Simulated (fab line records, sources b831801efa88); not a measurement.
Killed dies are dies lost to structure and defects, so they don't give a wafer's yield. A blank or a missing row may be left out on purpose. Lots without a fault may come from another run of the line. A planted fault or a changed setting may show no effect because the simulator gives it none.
Problem report in the 8D (eight disciplines) form, filled by code | flow gf180mcu | the parts of the form that need people (team, actions taken, sign-off) are left out

1. THE PROBLEM
CONTACT_CVD_00_THK at GF_CONTACT_THK_MEAS_01 reads a mean of 448 nm on 6 wafers of 2 lots; wafers without a fault read 300 nm with a standard deviation of 4.6. That is +32 standard deviations from the usual mean.
First seen on wafer L580.2, day 16 17:16, on film_metro-01. The record holds 36 wafers of 12 lots with a number at this step. Rule for "out", or "out of limits": more than 4 standard deviations from the usual mean. The other wafers with a number count as sound.

2. WHAT IT IS AND WHAT IT IS NOT
question                    | is                     | is not
which readings at this step | CONTACT_CVD_00_THK     | -
which lots                  | L580, L581             | L576, L584, L588, L590, L591, L592, L594, L595, L597, L599
which wafers of those lots  | all that have a number | -
read on which gauges        | film_metro-01          | film_metro-02, film_metro-04
when                        | from day 16 17:16      | up to then (3 sound wafers); but 27 sound wafers of L584, L588, L590, L591, L592, L594, L595, L597, L599 came after

3. SUSPECTS, AND WHAT RULES EACH OUT
Counting: a tool at a process step up to the reading stays a suspect if it ran every lot that is out and no sound lot after the first of them.
- the gauge at GF_CONTACT_THK_MEAS_01: ruled out. All the wafers that are out were read on film_metro-01, but those of them that GF_CONTACT_CVD_00 has rows for are out there too, on other tools.
- hdpcvd-02 at GF_CONTACT_CVD_00 (deposits SiO2, target thk 300 nm, time 50 s): ruled out as a lasting fault. Sound lots L588, L591, L592, L594, L595, L597 ran on it after its first lot that is out, L580 (day 16 17:13).
Left after counting: nothing in the record.

4. THE CAUSE (what the simulator had put in)
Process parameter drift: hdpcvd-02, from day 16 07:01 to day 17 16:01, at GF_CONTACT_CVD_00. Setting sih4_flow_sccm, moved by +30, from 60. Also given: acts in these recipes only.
Counting ruled it out, wrongly: the rule takes a fault to strike every lot that its tool runs from its start on, and this one did not.

5. THE CHAIN OF EFFECTS, in route order
Each row: a reading whose mean over the struck wafers that have a number lies more than 3 standard deviations from the usual. Only readings for which the record gives a usual standard deviation are gone through. hours: the time from each lot's start at the first step in this table that gives one to its start at this step, as a median over the lots. sigmas: the change in usual standard deviations.
hours | step                   | reading            | usual      | on struck wafers | change | sigmas
0     | GF_CONTACT_CVD_00      | sih4_flow_sccm     | 60.04 sccm | 90.06            | +30.02 | +99 or more
0     | GF_CONTACT_THK_MEAS_01 | CONTACT_CVD_00_THK | 300 nm     | 448              | +148   | +32
-     | GF_CONTACT_ETCH_17     | oes_product_au     | 0.815 a.u. | 0.890            | +0.075 | +16
The process steps in it:
- GF_CONTACT_CVD_00: deposits SiO2, target thk 300 nm, time 50 s.
- GF_CONTACT_ETCH_17: etches SiO2 in C4F8/O2/Ar, stops on CoSi2, target depth 860 nm.

6. WHAT WOULD HAVE CAUGHT IT SOONER
In this record the first reading out of limits at a measuring or inspecting step was taken at day 16 17:16, 10 hours after the fault began at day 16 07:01.
The tool's own readings at GF_CONTACT_CVD_00 were out on every struck wafer that the step has a row for (sih4_flow_sccm): an alarm limit on them would have fired on the first of those.
